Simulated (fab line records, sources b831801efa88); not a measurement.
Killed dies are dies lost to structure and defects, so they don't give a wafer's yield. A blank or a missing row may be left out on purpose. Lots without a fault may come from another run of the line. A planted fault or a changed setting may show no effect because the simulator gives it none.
One fault seen from 2 desks | flow sky130 | each desk has only its own numbers; what lay behind them comes last

THE METROLOGY DESK
What the gauges read, lot by lot, whatever tool the lot ran on: means of the sampled wafers that have a number. A lot is out of limits, marked OUT, if its mean lies more than 4 standard deviations from the usual mean; the brackets give that distance.
Columns: A = VIA3_BOW at SKY_VIA3_BOW_MEAS_03, usual 80 um
lot  | first seen here | A
L555 | day 38 22:47    | 77
L556 | day 39 13:07    | 77
L557 | day 39 18:23    | 85
L560 | day 40 09:11    | 73
L562 | day 40 23:37    | 77
L564 | day 41 23:17    | 80
L566 | day 42 07:11    | 92
L571 | day 43 20:22    | 75
L572 | day 44 01:25    | 70
L575 | day 44 16:36    | 78
L576 | day 44 20:23    | 78
L577 | day 45 15:36    | 69
This desk's finding: nothing out of limits on any of the 12 lots.

THE TOOL OWNER'S DESK: pvd_sputter-02
The tool's own readings at SKY_METAL4_SPUTTER_04 (material TiN, target thk 70 nm, time 58.3 s): means of the sampled wafers that have a number, for each lot that ran on this tool. A lot is out of limits, marked OUT, if its mean lies more than 4 standard deviations from the usual mean; the brackets give that distance.
Columns: A = cathode_dc_power_W at SKY_METAL4_SPUTTER_04, usual 6500.0 W; B = throttle_valve_pct at SKY_METAL4_SPUTTER_04, usual 29.6 %
lot  | first seen here | A                        | B
L556 | day 40 15:38    | 6499.8                   | 28.8
L557 | day 40 20:13    | 6499.2                   | 29.3
L564 | day 43 00:23    | 6500.7                   | 28.9
L571 | day 44 20:46    | 6792.2 (+99 or more) OUT | 30.0
L575 | day 45 15:30    | 6791.2 (+99 or more) OUT | 31.0
This desk's finding: out of limits on L571, L575; first on L571, day 44 20:46 (cathode_dc_power_W at SKY_METAL4_SPUTTER_04). In limits: L556, L557, L564.

PUT TOGETHER
The tool owner's desk could have raised an alarm at day 44 20:46, on L571, L575.
The metrology desk saw nothing out of limits.
The metrology desk has L571, L575 on record, within its limits.
Of the lots named, all ran SKY_METAL4_SPUTTER_04 on pvd_sputter-02.

WHAT THE SIMULATOR HAD PUT IN
Process parameter drift: pvd_sputter-02, from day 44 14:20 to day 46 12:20, at SKY_METAL4_SPUTTER_04. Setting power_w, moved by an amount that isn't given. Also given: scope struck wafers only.
Lots struck among those shown: L571, L575.
Hours from the fault's start to each desk's first reading out of limits: the tool owner's desk, 6.
